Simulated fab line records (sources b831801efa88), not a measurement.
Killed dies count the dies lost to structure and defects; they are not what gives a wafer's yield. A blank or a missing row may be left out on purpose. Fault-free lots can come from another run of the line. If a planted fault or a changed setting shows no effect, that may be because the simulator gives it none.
Chamber matching ; flow sky130 ; 4 sister chambers for SKY_FIELD_ISO_CMP_27 on cmp-01
The step polishes, stops on Si3N4, t overpolish 14.79 s, target thk 457.8 nm. 8 wafers are shown with their chamber, then 9 later ones without.

## WAFERS, EACH WITH ITS CHAMBER
wafer;chamber;motor current A (A);time to endpoint s (s)
L189.5;1;11.9;104
L191.5;3;11.2;102
L190.1;0;15.0;104
L190.4;2;12.7;112
L190.5;3;11.6;105
L192.3;1;13.1;101
L192.4;2;13.2;106
L192.6;0;14.7;105

## WAFERS WITH NO CHAMBER GIVEN
wafer;motor current A (A);time to endpoint s (s)
L199.2;12.5;114
L199.3;14.9;108
L199.4;11.8;105
L202.1;14.9;106
L202.5;12.6;104
L202.6;14.8;112
L206.1;15.7;107
L206.3;11.9;105
L206.5;12.7;108

## THE CHAMBER EACH PASSED THROUGH
wafer;from the rows above;in truth
L199.2;2;2
L199.3;0;0
L199.4;can't be placed: 3 or 1 or 2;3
L202.1;0;0
L202.5;can't be placed: 1 or 2 or 3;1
L202.6;can't be placed: 0 or 2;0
L206.1;0;0
L206.3;can't be placed: 3 or 1 or 2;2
L206.5;can't be placed: 2 or 1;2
Correctly placed: 4 of 9. From these rows, 5 cannot be placed; in 5 the true chamber is one of the candidates. Number placed wrongly: 0.
How it was worked out, from the rows above alone: a wafer's distance from a chamber is the root of the sum, over the readings, of the square of ((its reading less the chamber's mean) divided by the reading's scatter). If the next closest chamber is less than 2 further off than the closest, the wafer can't be placed; otherwise it belongs to the closest. For every chamber, the mean is computed from those of its wafers that are shown. The scatter: the root of (the sum of the squares of (reading less its chamber's mean) over the shown wafers, divided by (wafers less chambers)).
